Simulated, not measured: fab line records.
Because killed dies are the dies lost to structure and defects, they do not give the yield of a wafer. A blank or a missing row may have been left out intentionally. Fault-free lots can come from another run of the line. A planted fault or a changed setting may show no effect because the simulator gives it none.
fab line records	flow sky130
record lots=13	wafers=39	last_day=49
route steps=708 shown VIA1@482 METAL2@486 PAD_OPEN@708
lots with no fault: from the same line, run without faults
start_h: the number of hours between the record's first day and the start of the first shown wafer of the lot	wait_h: hours from the lot's prior step to this one	" the same as in the row above	L1.1+2: a single row standing in for several wafers	- value missing, or start not given	* or withheld: withheld	< > ~ a bound
route shown NAME@n: names a module that has steps shown in the file, with the first one's number in the route	usual: mean and standard deviation over wafers with no fault	same: alike in all rows	chamber/n: place in a boat	sites: readings site by site	_std_site: how widely they spread, as a standard deviation	_edge_site: inner sites' mean taken away from outer sites' mean	radius_mm: how far each site lies from the wafer's centre	mask NAME#n: copy n	behind: the last tool/chamber to shape the wafer	hold: why the lot went on hold/how many hours it stayed there/how the hold came to an end	device: the n, p or np transistor that did not switch	end of line: the same wafers' tests at the end of the route	a step given without rows: its recipe and nothing more	killed: dies that structure and defects cost at the first sort, which is not the same as the wafer's yield	map: the dies of a wafer, with x for killed, . for not killed, _ for no die there
set.NAME: the run value of the setting; set.NAME@STEP: its run value at that earlier step	model.NAME: the simulator's own value behind a step, which no gauge read
steps of the route over a sample of lots; a table a step, a row a wafer
services: the hour from which a tool's chamber was out of use, counted from the record's first day as start_h (under 0 if before that day), plus the number of hours and why
## steps
# step SKY_VIA1_CMP_24
# recipe stop_on=SiO2	t_overpolish_s=15	down_force_psi=3.5	platen_rpm=60	target_thk_nm=0	pad_velocity_m_s=0.94248
# usual motor_current_A=10.9/1	overpolish_run_s=14.999/0.0084	time_to_endpoint_s=65/4.3
lot.wafer	tool	chamber	start_h	wait_h	motor_current_A	overpolish_run_s	time_to_endpoint_s
L925.2	cmp-01	2	788.53	0.1	13.2	15.003	64
L925.3	"	3	"	"	10.9	14.988	63
L925.6	"	1	"	"	9.8	14.994	63
L924.1	cmp-02	1	788.62	0.1	10.0	14.990	58
L924.6	"	0	"	"	9.6	15.012	67
L924.5	"	1	"	"	10.1	15.004	59
L926.4	cmp-02	0	828.71	0.0	9.4	15.001	68
L926.1	"	3	"	"	11.7	15.000	68
L926.5	"	0	"	"	10.3	15.003	69
L929.2	cmp-02	3	909.99	0.3	11.4	14.981	73
L929.1	"	0	"	"	9.6	14.993	71
L929.6	"	3	"	"	11.0	15.011	70
L930.3	cmp-02	0	910.29	0.4	9.8	14.996	70
L930.2	"	1	"	"	10.0	14.997	62
L930.4	"	2	"	"	11.1	15.006	64
L935.3	cmp-02	3	910.64	0.6	11.3	14.992	69
L935.4	"	1	"	"	9.6	15.000	60
L935.6	"	2	"	"	11.0	14.981	61
L931.1	cmp-02	1	911.61	0.1	10.4	15.010	62
L931.4	"	2	"	"	10.5	15.002	61
L931.3	"	0	"	"	9.7	15.001	70
L934.2	cmp-01	0	911.71	0.0	12.6	15.007	62
L934.4	"	1	"	"	9.8	15.008	65
L934.3	"	3	"	"	10.8	15.006	63
L932.1	cmp-02	1	912.01	0.2	10.3	14.996	58
L932.4	"	2	"	"	10.6	14.993	64
L932.5	"	0	"	"	9.7	15.016	71
L936.4	cmp-02	2	914.39	0.2	11.1	15.009	62
L936.1	"	3	"	"	11.2	14.995	69
L936.3	"	0	"	"	10.3	15.004	69
L937.1	cmp-02	1	917.13	0.1	10.4	15.014	58
L937.3	"	3	"	"	10.9	15.008	70
L937.4	"	0	"	"	9.6	15.007	73
L939.2	cmp-02	0	918.43	0.1	9.7	14.993	41
L939.1	"	1	"	"	10.4	15.000	60
L939.5	"	0	"	"	9.7	15.006	72
L940.1	cmp-02	3	919.63	0.1	11.0	14.999	69
L940.4	"	1	"	"	10.0	14.980	29
L940.5	"	2	"	"	10.3	14.993	60
# step SKY_METAL2_SPUTTER_03
# recipe material=Ti	target_thk_nm=5	power_w=3000	time_s=3.3	chamber_pressure_pa=0.4
# usual throttle_valve_pct=29.9/1.1
lot.wafer	tool	chamber	start_h	wait_h	throttle_valve_pct
L925.2	pvd_sputter-04	-	788.80	0.0	30.5
L925.3	"	-	"	"	29.6
L925.6	"	-	"	"	28.9
L924.1	pvd_sputter-01	-	788.94	0.0	28.9
L924.5	"	-	"	"	30.4
L924.6	"	-	"	"	29.0
L926.1	pvd_sputter-03	-	829.09	0.0	31.2
L926.4	"	-	"	"	31.3
L926.5	"	-	"	"	30.1
L929.1	pvd_sputter-01	-	910.37	0.0	30.4
L929.2	"	-	"	"	28.9
L929.6	"	-	"	"	28.9
L930.2	pvd_sputter-01	-	910.67	0.0	30.2
L930.3	"	-	"	"	28.8
L930.4	"	-	"	"	28.8
L935.3	pvd_sputter-03	-	910.97	0.0	31.4
L935.4	"	-	"	"	31.8
L935.6	"	-	"	"	31.9
L931.1	pvd_sputter-03	-	911.99	0.0	31.4
L931.3	"	-	"	"	29.7
L931.4	"	-	"	"	31.6
L934.2	pvd_sputter-01	-	912.08	0.0	30.6
L934.3	"	-	"	"	28.9
L934.4	"	-	"	"	28.8
L932.1	pvd_sputter-04	-	912.29	0.0	29.8
L932.4	"	-	"	"	28.9
L932.5	"	-	"	"	29.8
L936.1	pvd_sputter-03	-	914.76	0.0	31.4
L936.3	"	-	"	"	32.1
L936.4	"	-	"	"	31.2
L937.1	pvd_sputter-01	-	917.51	0.0	30.9
L937.3	"	-	"	"	28.8
L937.4	"	-	"	"	28.9
L939.1	pvd_sputter-01	-	918.75	0.0	30.6
L939.2	"	-	"	"	28.6
L939.5	"	-	"	"	28.8
L940.1	pvd_sputter-04	-	919.96	0.0	30.3
L940.4	"	-	"	"	30.7
L940.5	"	-	"	"	30.9
# step SKY_METAL2_SPUTTER_04
# recipe material=TiN	target_thk_nm=70	power_w=6500	time_s=58.3	chamber_pressure_pa=0.4
# usual throttle_valve_pct=29.9/1.1
lot.wafer	tool	chamber	start_h	wait_h	throttle_valve_pct
L925.2	pvd_sputter-04	-	788.82	0.0	30.6
L925.3	"	-	"	"	29.9
L925.6	"	-	"	"	29.1
L924.1	pvd_sputter-01	-	788.96	0.0	28.8
L924.5	"	-	"	"	30.5
L924.6	"	-	"	"	28.8
L926.1	pvd_sputter-03	-	829.10	0.0	31.5
L926.4	"	-	"	"	31.4
L926.5	"	-	"	"	30.1
L929.1	pvd_sputter-01	-	910.39	0.0	30.6
L929.2	"	-	"	"	28.7
L929.6	"	-	"	"	28.7
L930.2	pvd_sputter-01	-	910.69	0.0	30.5
L930.3	"	-	"	"	28.9
L930.4	"	-	"	"	29.0
L935.3	pvd_sputter-03	-	910.99	0.0	31.1
L935.4	"	-	"	"	31.9
L935.6	"	-	"	"	32.0
L931.1	pvd_sputter-03	-	912.01	0.0	31.2
L931.3	"	-	"	"	30.1
L931.4	"	-	"	"	31.6
L934.2	pvd_sputter-01	-	912.10	0.0	30.8
L934.3	"	-	"	"	28.7
L934.4	"	-	"	"	28.7
L932.1	pvd_sputter-04	-	912.31	0.0	29.8
L932.4	"	-	"	"	28.8
L932.5	"	-	"	"	30.0
L936.1	pvd_sputter-03	-	914.78	0.0	31.3
L936.3	"	-	"	"	32.0
L936.4	"	-	"	"	31.4
L937.1	pvd_sputter-01	-	917.53	0.0	30.6
L937.3	"	-	"	"	28.7
L937.4	"	-	"	"	28.8
L939.1	pvd_sputter-01	-	918.77	0.0	30.6
L939.2	"	-	"	"	28.9
L939.5	"	-	"	"	28.8
L940.1	pvd_sputter-04	-	919.98	0.0	30.4
L940.4	"	-	"	"	30.6
L940.5	"	-	"	"	30.5
# step SKY_METAL2_THK_MEAS_06
# recipe thk_meas_gauge=xrf	reads=AlCu_of_METAL2_SPUTTER_02
# usual METAL2_ALCU_THK=244/3.2
lot.wafer	tool	chamber	start_h	wait_h	METAL2_ALCU_THK[nm]
L925.2	film_metro-02	-	789.00	0.1	246
L925.3	"	-	"	"	248
L925.6	"	-	"	"	249
L924.1	film_metro-04	-	789.13	0.1	244
L924.5	"	-	"	"	243
L924.6	"	-	"	"	239
L926.1	film_metro-02	-	829.27	0.1	244
L926.4	"	-	"	"	242
L926.5	"	-	"	"	245
L929.1	film_metro-02	-	910.55	0.1	243
L929.2	"	-	"	"	245
L929.6	"	-	"	"	240
L930.2	film_metro-01	-	910.86	0.1	242
L930.3	"	-	"	"	241
L930.4	"	-	"	"	243
L935.3	film_metro-02	-	911.17	0.1	239
L935.4	"	-	"	"	245
L935.6	"	-	"	"	243
L931.1	film_metro-02	-	912.17	0.1	245
L931.3	"	-	"	"	251
L931.4	"	-	"	"	245
L934.2	film_metro-01	-	912.28	0.1	242
L934.3	"	-	"	"	244
L934.4	"	-	"	"	244
L932.1	film_metro-02	-	912.47	0.1	251
L932.4	"	-	"	"	248
L932.5	"	-	"	"	247
L936.1	film_metro-04	-	914.95	0.1	244
L936.3	"	-	"	"	248
L936.4	"	-	"	"	243
L937.1	film_metro-01	-	917.69	0.1	237
L937.3	"	-	"	"	244
L937.4	"	-	"	"	242
L939.1	film_metro-04	-	918.94	0.1	246
L939.2	"	-	"	"	248
L939.5	"	-	"	"	247
L940.1	film_metro-04	-	920.14	0.1	246
L940.4	"	-	"	"	249
L940.5	"	-	"	"	244
# step SKY_PAD_OPEN_PROBE_99
# usual defect_limited_yield=82.8/2	killed_at_M0_to_M3=42/7.3	killed_at_M4_up=3.4/2	killed_at_contacts=24/5.8	killed_at_front_end=15/4.6	killed_at_other=0.3/0.62	killed_dies=84/9.8	killed_open=47/6.9	killed_short=38/6.3	sort_bin_3_pad_short=0.8/0.38	sort_bin_5_function=10.2/1.5	sort_bin_6_memory=6.2/1.1	sort_bin_8_speed=0.00/0.017	sort_n_pass=408/9.8	sort_yield_pct=82.8/2
# same gross_dies=492	killed_at_back_side=0	sort_bin_4_leakage[%]=0
lot.wafer	tool	chamber	start_h	wait_h	defect_limited_yield[%]	killed_at_M0_to_M3	killed_at_M4_up	killed_at_contacts	killed_at_front_end	killed_at_other	killed_dies	killed_open	killed_short	sort_bin_3_pad_short[%]	sort_bin_5_function[%]	sort_bin_6_memory[%]	sort_bin_8_speed[%]	sort_n_pass	sort_yield_pct[%]
L925.2	prober-02	-	1064.25	0.1	81.3	57	1	24	9	1	92	53	39	1.0	9.6	8.1	0	400	81.3
L925.3	prober-02	-	1064.30	0.2	83.5	43	3	16	18	1	81	40	41	0.6	8.9	6.9	0	411	83.5
L925.6	prober-02	-	1064.45	0.2	84.6	37	3	26	10	0	76	41	35	1.0	8.1	6.3	0	416	84.6
L924.1	prober-01	-	1067.76	0.1	84.6	34	2	19	21	0	76	39	37	0.4	9.6	5.5	0	416	84.6
L924.5	prober-01	-	1067.96	0.2	78.9	51	4	33	16	0	104	48	56	1.6	13.6	5.9	0	388	78.9
L924.6	prober-01	-	1068.01	0.2	86.6	34	3	15	14	0	66	32	34	0.4	7.9	5.1	0	426	86.6
L926.1	prober-02	-	1098.91	0.1	83.5	42	0	22	17	0	81	43	38	0.6	11.0	4.9	0	411	83.5
L926.4	prober-02	-	1099.06	0.2	81.9	43	2	30	13	1	89	52	37	1.2	8.9	7.9	0	403	81.9
L926.5	prober-02	-	1099.11	0.2	83.1	44	3	20	16	0	83	48	35	0.8	10.2	5.9	0	409	83.1
L930.2	prober-01	-	1165.92	0.1	85.0	36	1	25	12	0	74	41	33	0.6	8.3	6.1	0	418	85.0
L930.3	prober-01	-	1165.97	0.2	81.3	40	6	26	19	1	92	48	44	0.6	12.0	6.1	0	400	81.3
L930.4	prober-01	-	1166.02	0.2	80.7	46	4	32	13	0	95	55	40	1.2	13.2	4.9	0	397	80.7
L929.1	prober-02	-	1166.70	0.1	82.7	28	3	37	14	3	85	49	36	0.6	9.3	7.3	0	407	82.7
L929.2	prober-02	-	1166.75	0.1	84.1	38	8	20	12	0	78	45	33	0.8	9.1	5.9	0	414	84.1
L929.6	prober-02	-	1166.95	0.2	85.0	38	2	22	12	0	74	46	28	0.6	8.7	5.7	0	418	85.0
L931.1	prober-02	-	1168.20	0.1	86.4	33	3	21	10	0	67	35	32	0.8	6.5	6.3	0.20	424	86.2
L931.3	prober-02	-	1168.30	0.2	86.0	29	4	19	17	0	69	36	33	0.6	7.1	6.3	0	423	86.0
L931.4	prober-02	-	1168.35	0.2	83.3	36	2	17	27	0	82	40	42	1.2	8.1	7.3	0	410	83.3
L934.2	prober-01	-	1168.25	0.1	82.7	39	2	29	15	0	85	51	34	0.8	10.4	6.1	0	407	82.7
L934.3	prober-01	-	1168.30	0.2	85.8	32	3	29	6	0	70	38	32	0.6	8.1	5.5	0	422	85.8
L934.4	prober-01	-	1168.35	0.2	81.9	41	1	33	14	0	89	56	33	0.6	11.4	6.1	0	403	81.9
L935.3	prober-01	-	1168.97	0.2	83.9	39	0	25	14	1	79	51	28	0.8	8.9	6.3	0	413	83.9
L935.4	prober-01	-	1169.02	0.2	84.1	47	4	13	14	0	78	42	36	0.6	9.3	5.9	0	414	84.1
L935.6	prober-01	-	1169.12	0.2	81.5	45	4	25	17	0	91	44	47	1.2	12.0	5.3	0	401	81.5
L932.1	prober-02	-	1169.70	0.1	80.3	49	4	29	14	1	97	50	47	0.4	12.4	6.9	0	395	80.3
L932.4	prober-02	-	1169.85	0.2	79.7	45	6	29	18	2	100	50	50	0.8	11.6	7.9	0	392	79.7
L932.5	prober-02	-	1169.90	0.2	82.5	49	4	22	11	0	86	48	38	1.0	9.8	6.7	0	406	82.5
L936.1	prober-01	-	1170.37	0.1	82.3	40	8	25	13	1	87	47	40	0.6	11.4	5.7	0	405	82.3
L936.3	prober-01	-	1170.47	0.2	85.0	34	2	25	13	0	74	47	27	0.6	8.7	5.7	0	418	85.0
L936.4	prober-01	-	1170.52	0.2	84.3	32	2	34	9	0	77	49	28	0.6	10.6	4.5	0	415	84.3
L940.1	prober-01	-	1172.57	0.1	78.7	60	1	30	14	0	105	55	50	0	12.2	9.1	0	387	78.7
L940.4	prober-01	-	1172.72	0.2	82.5	36	3	29	18	0	86	48	38	0.6	10.2	6.7	0	406	82.5
L940.5	prober-01	-	1172.77	0.2	81.7	43	2	27	17	1	90	46	44	0.8	10.6	6.9	0	402	81.7
L937.1	prober-02	-	1172.95	0.1	85.2	44	4	17	8	0	73	39	34	1.2	7.9	5.7	0	419	85.2
L937.3	prober-02	-	1173.05	0.2	81.9	41	5	21	22	0	89	55	34	1.2	12.0	4.9	0	403	81.9
L937.4	prober-02	-	1173.10	0.2	80.5	52	2	29	13	0	96	52	44	0.4	12.0	7.1	0	396	80.5
L939.1	prober-02	-	1175.91	0.1	84.8	34	6	25	9	1	75	47	27	0.6	10.8	3.9	0	417	84.8
L939.2	prober-02	-	1175.96	0.1	83.9	36	4	23	16	0	79	50	29	0.2	8.5	7.3	0	413	83.9
L939.5	prober-02	-	1176.11	0.2	83.5	41	5	27	8	0	81	41	40	1.2	10.4	4.9	0	411	83.5
# killed by level:class
L925.2 VIA3:geometric_particle:open=13 METAL1:geometric_particle:short=11 LI_CONTACT:geometric_particle:open=10 VIA1:geometric_particle:open=8 VIA2:geometric_particle:open=8 CONTACT:geometric_particle:short=5 LI_CONTACT:geometric_particle:short=4 METAL2:geometric_particle:short=4
L925.3 VIA1:geometric_particle:open=8 VIA3:geometric_particle:open=8 FIELD_ISO:geometric_particle:short=7 METAL2:geometric_particle:short=7 VIA2:geometric_particle:open=5 SPACER:geometric_particle:open=4 CONTACT:geometric_particle:short=4 VIA3:geometric_particle:short=4
L925.6 CONTACT:geometric_particle:open=10 LI_CONTACT:geometric_particle:open=7 METAL2:geometric_particle:short=7 VIA1:geometric_particle:open=7 VIA2:geometric_particle:open=6 FIELD_ISO:geometric_particle:short=4 VIA3:geometric_particle:open=4 VIA3:geometric_particle:short=4
L924.1 FIELD_ISO:geometric_particle:short=9 FIELD_ISO:geometric_particle:open=7 METAL1:geometric_particle:short=7 VIA1:geometric_particle:open=7 LI_CONTACT:geometric_particle:short=5 CONTACT:geometric_particle:open=5 VIA2:geometric_particle:open=5 LI_CONTACT:geometric_particle:open=4
L924.5 VIA3:geometric_particle:open=10 METAL1:geometric_particle:short=10 CONTACT:geometric_particle:open=9 VIA1:geometric_particle:open=8 METAL2:geometric_particle:short=8 LI_CONTACT:geometric_particle:open=7 LI_CONTACT:geometric_particle:short=7 POLY_GATE:geometric_particle:short=6
L924.6 VIA1:geometric_particle:open=7 POLY_GATE:geometric_particle:short=5 VIA2:geometric_particle:open=5 METAL2:geometric_particle:short=5 FIELD_ISO:geometric_particle:open=4 LOCAL_INTERCONNECT:geometric_particle:short=4 LI_CONTACT:geometric_particle:short=3 LI_CONTACT:geometric_particle:open=3
L926.1 VIA1:geometric_particle:open=10 METAL2:geometric_particle:short=9 CONTACT:geometric_particle:open=8 METAL1:geometric_particle:short=8 FIELD_ISO:geometric_particle:open=6 LI_CONTACT:geometric_particle:open=6 VIA3:geometric_particle:short=4 FIELD_ISO:geometric_particle:short=3
L926.4 CONTACT:geometric_particle:open=13 VIA1:geometric_particle:open=12 METAL2:geometric_particle:short=8 CONTACT:geometric_particle:short=7 VIA2:geometric_particle:open=6 LI_CONTACT:geometric_particle:open=5 POLY_GATE:geometric_particle:open=4 METAL1:geometric_particle:short=4
L926.5 LI_CONTACT:geometric_particle:open=10 FIELD_ISO:geometric_particle:open=9 VIA1:geometric_particle:open=9 CONTACT:geometric_particle:open=6 VIA2:geometric_particle:open=6 METAL1:geometric_particle:short=6 METAL2:geometric_particle:short=6 VIA2:geometric_particle:short=4
L930.2 VIA1:geometric_particle:open=14 CONTACT:geometric_particle:open=6 LI_CONTACT:geometric_particle:open=6 METAL2:geometric_particle:short=6 CONTACT:geometric_particle:short=5 FIELD_ISO:geometric_particle:open=4 FIELD_ISO:geometric_particle:short=3 METAL1:geometric_particle:short=3
L930.3 CONTACT:geometric_particle:open=10 VIA1:geometric_particle:open=9 LI_CONTACT:geometric_particle:open=6 METAL1:geometric_particle:short=6 VIA1:geometric_particle:short=6 CONTACT:geometric_particle:short=5 FIELD_ISO:geometric_particle:short=4 POLY_GATE:geometric_particle:short=4
L930.4 VIA1:geometric_particle:open=11 CONTACT:geometric_particle:short=11 VIA3:geometric_particle:open=9 CONTACT:geometric_particle:open=7 LI_CONTACT:geometric_particle:open=6 VIA2:geometric_particle:open=5 FIELD_ISO:geometric_particle:open=4 POLY_GATE:geometric_particle:short=4
L929.1 LI_CONTACT:geometric_particle:open=13 CONTACT:geometric_particle:open=8 LOCAL_INTERCONNECT:geometric_particle:short=6 CONTACT:geometric_particle:short=6 VIA1:geometric_particle:open=6 POLY_GATE:geometric_particle:short=5 VIA3:geometric_particle:open=5 FIELD_ISO:geometric_particle:open=4
L929.2 VIA2:geometric_particle:open=10 VIA1:geometric_particle:open=9 METAL4:geometric_particle:short=8 LI_CONTACT:geometric_particle:open=6 CONTACT:geometric_particle:open=6 VIA3:geometric_particle:open=4 FIELD_ISO:geometric_particle:open=3 FIELD_ISO:geometric_particle:short=3
L929.6 CONTACT:geometric_particle:open=10 VIA3:geometric_particle:open=8 VIA1:geometric_particle:open=7 VIA2:geometric_particle:open=6 LI_CONTACT:geometric_particle:open=5 POLY_GATE:geometric_particle:short=4 METAL1:geometric_particle:short=4 VIA2:geometric_particle:short=4
L931.1 METAL2:geometric_particle:short=7 CONTACT:geometric_particle:open=6 VIA1:geometric_particle:open=6 LI_CONTACT:geometric_particle:open=5 VIA2:geometric_particle:open=4 METAL3:geometric_particle:short=4 VIA3:geometric_particle:open=4 FIELD_ISO:geometric_particle:short=3
L934.2 CONTACT:geometric_particle:open=12 VIA1:geometric_particle:open=11 CONTACT:geometric_particle:short=6 VIA2:geometric_particle:open=6 FIELD_ISO:geometric_particle:open=5 VIA3:geometric_particle:open=5 VIA1:geometric_particle:short=5 LI_CONTACT:geometric_particle:short=4
L931.3 VIA1:geometric_particle:open=8 POLY_GATE:geometric_particle:short=6 CONTACT:geometric_particle:open=6 LOCAL_INTERCONNECT:geometric_particle:short=5 POLY_GATE:geometric_particle:open=4 VIA2:geometric_particle:open=4 LI_CONTACT:geometric_particle:open=3 VIA3:geometric_particle:open=3
L934.3 CONTACT:geometric_particle:open=12 CONTACT:geometric_particle:short=6 VIA1:geometric_particle:open=6 LI_CONTACT:geometric_particle:open=5 VIA2:geometric_particle:short=5 VIA2:geometric_particle:open=4 METAL2:geometric_particle:short=4 FIELD_ISO:geometric_particle:open=3
L931.4 POLY_GATE:geometric_particle:short=9 METAL1:geometric_particle:short=9 CONTACT:geometric_particle:open=8 VIA3:geometric_particle:open=8 VIA2:geometric_particle:open=5 FIELD_ISO:geometric_particle:short=4 FIELD_ISO:geometric_particle:open=4 POLY_GATE:geometric_particle:open=4
L934.4 LI_CONTACT:geometric_particle:open=9 VIA2:geometric_particle:open=9 CONTACT:geometric_particle:open=8 VIA1:geometric_particle:open=7 LOCAL_INTERCONNECT:geometric_particle:short=7 CONTACT:geometric_particle:short=5 METAL1:geometric_particle:short=5 VIA3:geometric_particle:open=5
L935.3 VIA1:geometric_particle:open=15 LI_CONTACT:geometric_particle:open=8 CONTACT:geometric_particle:open=8 FIELD_ISO:geometric_particle:open=7 POLY_GATE:geometric_particle:open=5 LI_CONTACT:geometric_particle:short=4 VIA2:geometric_particle:open=4 VIA1:geometric_particle:short=4
L935.4 VIA1:geometric_particle:open=16 VIA3:geometric_particle:open=5 FIELD_ISO:geometric_particle:open=4 LI_CONTACT:geometric_particle:open=4 LOCAL_INTERCONNECT:geometric_particle:short=4 VIA1:geometric_particle:short=4 VIA2:geometric_particle:short=4 FIELD_ISO:geometric_particle:short=3
L935.6 FIELD_ISO:geometric_particle:open=7 LOCAL_INTERCONNECT:geometric_particle:short=7 METAL1:geometric_particle:short=7 VIA1:geometric_particle:open=7 VIA2:geometric_particle:open=7 CONTACT:geometric_particle:open=6 CONTACT:geometric_particle:short=6 VIA2:geometric_particle:short=6
L932.1 VIA1:geometric_particle:open=11 CONTACT:geometric_particle:open=9 CONTACT:geometric_particle:short=7 VIA2:geometric_particle:open=7 VIA3:geometric_particle:open=6 METAL3:geometric_particle:short=6 LI_CONTACT:geometric_particle:short=4 LI_CONTACT:geometric_particle:open=4
L932.4 LOCAL_INTERCONNECT:geometric_particle:short=9 VIA2:geometric_particle:open=8 CONTACT:geometric_particle:open=8 METAL1:geometric_particle:short=8 POLY_GATE:geometric_particle:open=7 VIA1:geometric_particle:open=7 METAL2:geometric_particle:short=6 LI_CONTACT:geometric_particle:open=5
L932.5 VIA2:geometric_particle:open=10 VIA1:geometric_particle:open=10 METAL2:geometric_particle:short=8 LOCAL_INTERCONNECT:geometric_particle:short=6 LI_CONTACT:geometric_particle:open=6 FIELD_ISO:geometric_particle:open=4 METAL1:geometric_particle:short=4 VIA1:geometric_particle:short=4
L936.1 VIA1:geometric_particle:open=11 LOCAL_INTERCONNECT:geometric_particle:short=7 CONTACT:geometric_particle:open=7 CONTACT:geometric_particle:short=6 FIELD_ISO:geometric_particle:open=4 POLY_GATE:geometric_particle:open=4 VIA1:geometric_particle:short=4 VIA2:geometric_particle:open=4
L936.3 VIA2:geometric_particle:open=11 CONTACT:geometric_particle:open=9 VIA1:geometric_particle:open=7 CONTACT:geometric_particle:short=6 LI_CONTACT:geometric_particle:open=5 POLY_GATE:geometric_particle:open=4 VIA3:geometric_particle:open=4 FIELD_ISO:geometric_particle:open=3
L936.4 LI_CONTACT:geometric_particle:open=14 VIA1:geometric_particle:open=14 CONTACT:geometric_particle:short=7 CONTACT:geometric_particle:open=5 METAL3:geometric_particle:short=4 SPACER:geometric_particle:short=3 LI_CONTACT:geometric_particle:short=3 LOCAL_INTERCONNECT:geometric_particle:open=3
L940.1 CONTACT:geometric_particle:open=12 VIA1:geometric_particle:short=9 POLY_GATE:geometric_particle:open=8 CONTACT:geometric_particle:short=8 METAL1:geometric_particle:short=8 VIA1:geometric_particle:open=8 VIA3:geometric_particle:open=8 VIA2:geometric_particle:open=7
L940.4 LI_CONTACT:geometric_particle:open=10 VIA1:geometric_particle:open=10 CONTACT:geometric_particle:open=8 FIELD_ISO:geometric_particle:open=7 CONTACT:geometric_particle:short=7 FIELD_ISO:geometric_particle:short=6 METAL1:geometric_particle:short=6 VIA3:geometric_particle:open=5
L940.5 METAL1:geometric_particle:short=12 CONTACT:geometric_particle:open=9 LI_CONTACT:geometric_particle:open=8 VIA1:geometric_particle:short=6 VIA1:geometric_particle:open=5 FIELD_ISO:geometric_particle:open=4 POLY_GATE:geometric_particle:open=4 LOCAL_INTERCONNECT:geometric_particle:short=4
L937.1 VIA1:geometric_particle:open=8 CONTACT:geometric_particle:open=7 METAL2:geometric_particle:short=5 VIA2:geometric_particle:open=5 VIA3:geometric_particle:open=5 LI_CONTACT:geometric_particle:open=4 VIA1:geometric_particle:short=4 VIA2:geometric_particle:short=4
L937.3 VIA1:geometric_particle:open=11 CONTACT:geometric_particle:open=10 FIELD_ISO:geometric_particle:open=8 POLY_GATE:geometric_particle:open=5 METAL2:geometric_particle:short=5 VIA2:geometric_particle:open=5 VIA3:geometric_particle:open=5 FIELD_ISO:geometric_particle:short=4
L937.4 CONTACT:geometric_particle:open=10 VIA3:geometric_particle:open=9 LI_CONTACT:geometric_particle:open=8 VIA1:geometric_particle:open=7 VIA2:geometric_particle:open=7 METAL1:geometric_particle:short=7 VIA1:geometric_particle:short=6 METAL2:geometric_particle:short=6
L939.1 CONTACT:geometric_particle:open=10 LI_CONTACT:geometric_particle:open=8 VIA1:geometric_particle:open=7 VIA3:geometric_particle:open=7 VIA2:geometric_particle:open=6 LOCAL_INTERCONNECT:geometric_particle:short=5 METAL4:geometric_particle:short=5 POLY_GATE:geometric_particle:open=3
L939.2 VIA1:geometric_particle:open=11 CONTACT:geometric_particle:open=9 VIA2:geometric_particle:open=8 FIELD_ISO:geometric_particle:open=6 METAL2:geometric_particle:short=6 LI_CONTACT:geometric_particle:open=5 VIA1:geometric_particle:short=5 POLY_GATE:geometric_particle:open=4
L939.5 CONTACT:geometric_particle:open=11 VIA3:geometric_particle:open=11 LOCAL_INTERCONNECT:geometric_particle:short=8 CONTACT:geometric_particle:short=6 VIA1:geometric_particle:open=6 VIA2:geometric_particle:open=6 FIELD_ISO:geometric_particle:short=4 METAL1:geometric_particle:short=4
## services
tool	chamber	start_h	hours	kind
pvd_sputter-03	-	768.61	2.6	repair
cmp-02	-	771.87	0.7	repair
cmp-01	-	781.09	6.2	pm
cmp-01	-	797.86	0.8	repair
cmp-01	-	831.85	10.3	pm
pvd_sputter-03	-	846.38	2.2	repair
cmp-02	-	847.73	0.8	repair
cmp-01	-	912.01	4.0	pm
cmp-01	-	916.01	-	consumable_replace:conditioner
cmp-01	-	916.01	-	consumable_replace:pad
## key
first_sign step=SKY_VIA1_CMP_24	reading=time_to_endpoint_s	direction=down	sigmas=6.9	usual=*	struck=*
effect none on later readings
met_at SKY_VIA1_CMP_24
struck_lots L939,L940
struck_wafers L939.2,L940.4
not_acting_at SKY_METAL2_SPUTTER_03,SKY_METAL2_SPUTTER_04,SKY_METAL2_THK_MEAS_06
onset_between 917.13 918.43
fault kind=process_parameter_drift	tool=cmp-02	chamber=-	onset_h=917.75	steps=SKY_VIA1_CMP_24	channel=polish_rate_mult	offset=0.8	shape=step	end_h=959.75	scope=struck_wafers_only
